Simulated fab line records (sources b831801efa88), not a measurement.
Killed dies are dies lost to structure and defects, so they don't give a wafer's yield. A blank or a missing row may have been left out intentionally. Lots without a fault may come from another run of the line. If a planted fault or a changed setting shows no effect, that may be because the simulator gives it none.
Which tool did it? | flow gf180mcu | Sampling: 12 lots, 36 wafers, 2 of 602 route steps

## WHAT THE GAUGES SHOWED, per wafer
GF_SAB_OVL_MEAS_10.
lot  | measured     | on         | SAB_OVL (nm)
L075 | day 15 09:25 | overlay-02 | -1.1 -0.5 -1.2
L077 | day 16 05:52 | overlay-02 | -2.4 -0.8 -2.7
L079 | day 16 23:42 | overlay-01 | 0.9 0.7 1.1
L081 | day 17 20:21 | overlay-02 | 0.4 1.8 -0.4
L083 | day 18 11:34 | overlay-02 | 0.1 0.3 -0.7
L085 | day 19 09:24 | overlay-02 | 1.0 1.2 -0.2
L087 | day 19 19:40 | overlay-02 | 2.6 2.7 1.7
L089 | day 20 14:10 | overlay-01 | 1.6 3.3 2.5
L091 | day 21 05:24 | overlay-02 | -0.9 0.6 -0.5
L093 | day 21 22:12 | overlay-01 | -0.4 1.9 1.9
L095 | day 22 16:00 | overlay-02 | 2.9 1.3 2.1
L097 | day 23 12:21 | overlay-01 | 3.0 2.1 2.2

## WHAT TOOL EACH LOT RAN ON (gives the tool, then ch and the chambers of the sampled wafers, and finally the start)
lot  | GF_VT_IMPLANT_STRIP_20
L075 | plasmaAsher-01 ch 0,1, day 6 12:16
L077 | plasmaAsher-04 ch 0,1, day 7 01:45
L079 | plasmaAsher-04 ch 1, day 7 13:49
L081 | plasmaAsher-03 ch 0,1, day 8 03:31
L083 | plasmaAsher-01 ch 0,1, day 8 16:35
L085 | plasmaAsher-01 ch 0,1, day 9 04:34
L087 | plasmaAsher-03 ch 0,1, day 9 15:50
L089 | plasmaAsher-04 ch 0,1, day 10 04:04
L091 | plasmaAsher-01 ch 0,1, day 10 17:28
L093 | plasmaAsher-01 ch 0,1, day 11 08:13
L095 | plasmaAsher-04 ch 0,1, day 11 20:04
L097 | plasmaAsher-04 ch 0,1, day 12 13:34
- GF_VT_IMPLANT_STRIP_20: strips in O2/N2.

## THE ANSWER, worked out from the rows above alone
Rule: the usual values come from the lots themselves. The widest of any qualifying gaps counts: lots, ordered by their means at a reading, are off when they make up no more than a third of the lots, leave a main group of 4 or more, and stand apart from it by 3 or more times the standard deviation of that group's means. The tables above print the reading to a certain number of digits; a main group whose means all agree to those digits is not used. Also off: a lot with no number at a reading for which 4 or more lots have one. Any other lot the step has rows for is counted as sound.
Across all readings shown, no lot is off: no conclusion can be drawn from this.

## WHAT WAS PUT IN BY THE SIMULATOR
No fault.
